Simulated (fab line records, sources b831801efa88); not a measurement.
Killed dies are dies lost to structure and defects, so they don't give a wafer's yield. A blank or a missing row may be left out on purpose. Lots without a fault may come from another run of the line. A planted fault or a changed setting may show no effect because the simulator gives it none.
Which tool did it? | flow sky130 | 14 lots, 42 wafers sampled, at 5 steps of a route of 708

WHAT THE GAUGES READ, wafer by wafer
SKY_NWELL_TW_MEAS_15. Usual: NWELL_TW 1826, standard deviation 8.3.
lot  | measured     | on            | NWELL_TW       | flag
L561 | day 5 03:38  | film_metro-02 | 1818 1821 1822 |
L562 | day 5 06:48  | film_metro-04 | 1823 1823 1822 |
L563 | day 5 10:20  | film_metro-03 | 1839 1845 1841 |
L564 | day 5 15:41  | film_metro-04 | 1821 1828 1820 |
L567 | day 6 09:44  | film_metro-03 | 1832 1839 1838 |
L568 | day 6 13:35  | film_metro-02 | 1812 1817 1811 |
L569 | day 6 17:23  | film_metro-04 | 1817 1818 1809 |
L575 | day 8 05:58  | film_metro-02 | 1823 1829 1820 |
L576 | day 8 12:02  | film_metro-03 | 1834 1829 1837 |
L579 | day 9 06:28  | film_metro-02 | 1813 1814 1817 |
L580 | day 9 09:02  | film_metro-02 | 1831 1816 1810 |
L581 | day 9 15:11  | film_metro-02 | 1814 1804 1806 |
L582 | day 9 22:21  | film_metro-02 | 1824 1832 1828 |
L583 | day 10 03:52 | film_metro-02 | 1836 1831 1826 |

SKY_VT_ADJUST_LVTN_TW_MEAS_10. Usual: VT_ADJUST_LVTN_TW 241.6, standard deviation 1.2.
lot  | measured     | on            | VT_ADJUST_LVTN_TW                   | flag
L561 | day 7 12:08  | film_metro-01 | 241.7 239.9 240.2                   |
L562 | day 7 16:57  | film_metro-03 | 240.9 243.0 242.7                   |
L563 | day 7 20:37  | film_metro-02 | 242.4 244.8 242.0                   |
L564 | day 8 03:22  | film_metro-01 | 240.6 239.9 240.4                   |
L567 | day 8 23:17  | film_metro-01 | 131.9 130.6 131.0 130.8 130.3 130.4 | OFF
L568 | day 9 02:38  | film_metro-02 | 129.6 128.2 128.7 128.9 127.2 128.1 | OFF
L569 | day 9 07:44  | film_metro-01 | 127.1 126.7 126.3 126.9 125.7 126.6 | OFF
L575 | day 11 04:16 | film_metro-01 | 241.7 240.6 241.3                   |
L576 | day 11 05:44 | film_metro-01 | 241.3 241.3 240.6                   |
L579 | day 12 03:11 | film_metro-02 | 242.0 239.8 242.8                   |
L580 | day 12 05:20 | film_metro-01 | 239.5 241.7 239.8                   |
L581 | day 12 11:53 | film_metro-01 | 239.8 240.1 240.1                   |
L582 | day 12 20:42 | film_metro-03 | 242.7 243.1 244.4                   |
L583 | day 13 04:52 | film_metro-02 | 243.4 243.2 242.3                   |

SKY_VT_ADJUST_NCORE_CD_MEAS_07: target cd 380 nm. Usual: cd_nm 379.8 nm, standard deviation 2.1.
lot  | measured     | on        | cd_nm (nm)        | flag
L561 | day 9 06:13  | cd_sem-02 | 378.2 378.5 378.3 |
L562 | day 9 09:44  | cd_sem-02 | 381.9 380.7 382.4 |
L563 | day 9 13:14  | cd_sem-01 | 381.6 379.7 379.5 |
L564 | day 9 20:28  | cd_sem-02 | 381.6 380.3 382.3 |
L575 | day 13 03:56 | cd_sem-01 | 382.7 381.3 378.9 |
L576 | day 13 05:47 | cd_sem-01 | 384.0 381.8 380.7 |
L579 | day 14 05:19 | cd_sem-01 | 381.0 379.7 378.2 |
L580 | day 14 07:04 | cd_sem-01 | 380.3 384.0 382.1 |
L581 | day 14 15:11 | cd_sem-01 | 378.7 377.4 379.3 |
L582 | day 15 00:10 | cd_sem-01 | 378.9 380.1 378.8 |
L583 | day 15 09:31 | cd_sem-01 | 379.1 378.6 380.3 |

SKY_SONOS_ONO_OVL_MEAS_14. Usual: SONOS_ONO_OVL 0.3 nm, standard deviation 1.5.
lot  | measured     | on         | SONOS_ONO_OVL (nm) | flag
L561 | day 13 06:23 | overlay-01 | -0.1 -1.5 1.6      |
L562 | day 13 15:22 | overlay-01 | -1.5 -3.4 -2.5     |
L563 | day 13 16:56 | overlay-02 | 2.1 -2.1 -1.2      |
L564 | day 14 01:42 | overlay-02 | -0.1 0.9 -0.5      |
L575 | day 18 00:38 | overlay-02 | 1.2 1.2 0.5        |
L576 | day 18 05:21 | overlay-02 | -2.1 -1.2 -0.5     |
L579 | day 19 06:38 | overlay-01 | -0.2 -0.5 0.2      |
L580 | day 19 07:50 | overlay-01 | 3.6 3.1 2.8        |
L581 | day 19 17:47 | overlay-02 | 4.0 4.1 2.4        |
L582 | day 20 05:42 | overlay-02 | 1.2 -1.1 0.3       |
L583 | day 20 14:56 | overlay-02 | 1.7 1.2 0.0        |

WHICH TOOL RAN EACH LOT (tool, then ch and the chambers of the sampled wafers, then the start)
lot  | SKY_VT_ADJUST_LVTN_IMPLANT_08
L561 | implanter-01 ch 0, day 7 11:53
L562 | implanter-04 ch 0, day 7 16:44
L563 | implanter-04 ch 0, day 7 20:22
L564 | implanter-04 ch 0, day 8 03:08
L567 | implanter-04 ch 0, day 8 23:03
L568 | implanter-04 ch 0, day 9 02:24
L569 | implanter-04 ch 0, day 9 07:29
L575 | implanter-01 ch 0, day 11 04:03
L576 | implanter-03 ch 0, day 11 05:31
L579 | implanter-04 ch 0, day 12 02:56
L580 | implanter-03 ch 0, day 12 05:05
L581 | implanter-01 ch 0, day 12 11:38
L582 | implanter-03 ch 0, day 12 20:29
L583 | implanter-03 ch 0, day 13 04:37
- SKY_VT_ADJUST_LVTN_IMPLANT_08

WHAT THE TOOLS THEMSELVES READ (means of the sampled wafers that have a number; where no wafer has one, the mark that the record gives instead)
SKY_VT_ADJUST_LVTN_IMPLANT_08. Usual: dose_ions_cm2 1.57e+12, standard deviation 1.9e+09; faraday_current_uA 8.88, standard deviation 0.18.
lot  | tool         | dose_ions_cm2 | faraday_current_uA | flag
L561 | implanter-01 | 1.57e+12      | 9.08               |
L562 | implanter-04 | 1.57e+12      | 8.61               |
L563 | implanter-04 | 1.57e+12      | 8.88               |
L564 | implanter-04 | 1.57e+12      | 8.82               |
L567 | implanter-04 | 1.58e+11      | 0.89               | OFF
L568 | implanter-04 | 1.57e+11      | 0.87               | OFF
L569 | implanter-04 | 1.57e+11      | 0.87               | OFF
L575 | implanter-01 | 1.57e+12      | 8.84               |
L576 | implanter-03 | 1.57e+12      | 8.79               |
L579 | implanter-04 | 1.57e+12      | 9.10               |
L580 | implanter-03 | 1.57e+12      | 8.92               |
L581 | implanter-01 | 1.57e+12      | 8.89               |
L582 | implanter-03 | 1.57e+12      | 8.87               |
L583 | implanter-03 | 1.57e+12      | 9.02               |

THE ANSWER, worked out from the rows above alone
Rule: a lot is off if the mean of its wafers that have a number lies more than 3 standard deviations from the usual mean. A lot without any number at a reading at which 4 lots or more have one is off too. The other lots that the step has rows for count as sound. The gauges are gone through in route order, then the tools' own readings, and for those a lot's mean is taken as printed above. The first step at which some lot is off is used, and at that step the reading that is off furthest; a lot without a number counts as furthest.
Off: L567, L568, L569, at SKY_VT_ADJUST_LVTN_TW_MEAS_10 (VT_ADJUST_LVTN_TW).
A tool fits if, at a process step before that reading, it ran every lot that is off, and no sound lot after the first of them. The gauges at SKY_VT_ADJUST_LVTN_TW_MEAS_10 aren't tried: what is off there is off at SKY_VT_ADJUST_LVTN_IMPLANT_08 too, on other tools, and a gauge's error can't cause that. None of those tried fits.

WHAT THE SIMULATOR HAD PUT IN
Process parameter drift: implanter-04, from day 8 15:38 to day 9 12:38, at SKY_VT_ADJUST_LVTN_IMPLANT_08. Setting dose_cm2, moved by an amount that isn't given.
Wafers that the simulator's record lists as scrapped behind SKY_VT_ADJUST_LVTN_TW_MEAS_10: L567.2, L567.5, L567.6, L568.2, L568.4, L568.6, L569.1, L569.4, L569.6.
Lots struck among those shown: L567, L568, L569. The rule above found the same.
